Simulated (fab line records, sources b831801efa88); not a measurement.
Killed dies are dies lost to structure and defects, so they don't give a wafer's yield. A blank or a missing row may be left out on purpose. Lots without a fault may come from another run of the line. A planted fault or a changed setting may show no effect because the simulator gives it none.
One fault seen from 2 desks | flow sky130 | each desk has only its own numbers; what lay behind them comes last

THE METROLOGY DESK
What the gauges read, lot by lot, whatever tool the lot ran on: means of the sampled wafers that have a number. A lot is out of limits, marked OUT, if its mean lies more than 4 standard deviations from the usual mean; the brackets give that distance.
Columns: A = METAL5_ALCU_THK at SKY_METAL5_THK_MEAS_06, usual 1142 nm; B = PASSIVATION_CVD_00_THK at SKY_PASSIVATION_THK_MEAS_01, usual 89.9 nm
lot  | first seen here | A    | B
L638 | day 42 23:12    | 1133 | 91.7
L640 | day 43 17:32    | 1143 | 89.9
L641 | day 44 05:02    | 1153 | 89.8
L643 | day 44 15:33    | 1146 | 90.1
L646 | day 45 08:11    | 1136 | 90.5
L651 | day 46 15:06    | 1134 | 90.1
L652 | day 46 22:49    | 1140 | 88.4
L653 | day 47 08:26    | 1143 | 90.9
L655 | day 47 16:39    | 1147 | 90.4
L657 | day 48 01:13    | 1150 | 88.8
L660 | day 48 21:41    | 1146 | 90.5
L661 | day 49 06:26    | 1145 | 90.3
This desk's finding: nothing out of limits on any of the 12 lots.

THE TOOL OWNER'S DESK: rie_diel-01
The tool's own readings at SKY_METAL3_ETCH_17 (etches SiO2 in C4F8/O2/Ar, stops on TiN, time 3.9 s, target depth 15 nm): means of the sampled wafers that have a number, for each lot that ran on this tool. A lot is out of limits, marked OUT, if its mean lies more than 4 standard deviations from the usual mean; the brackets give that distance.
Columns: A = oes_product_au at SKY_METAL3_ETCH_17, usual 0.751 a.u.
lot  | first seen here | A
L638 | day 38 13:22    | 0.752
L640 | day 39 10:35    | 0.753
L641 | day 39 23:29    | 0.756
L651 | day 42 16:14    | 0.753
L652 | day 43 01:32    | 0.753
This desk's finding: nothing out of limits on any of the 5 lots.

PUT TOGETHER
The metrology desk saw nothing out of limits.
The tool owner's desk saw nothing out of limits.

WHAT THE SIMULATOR HAD PUT IN
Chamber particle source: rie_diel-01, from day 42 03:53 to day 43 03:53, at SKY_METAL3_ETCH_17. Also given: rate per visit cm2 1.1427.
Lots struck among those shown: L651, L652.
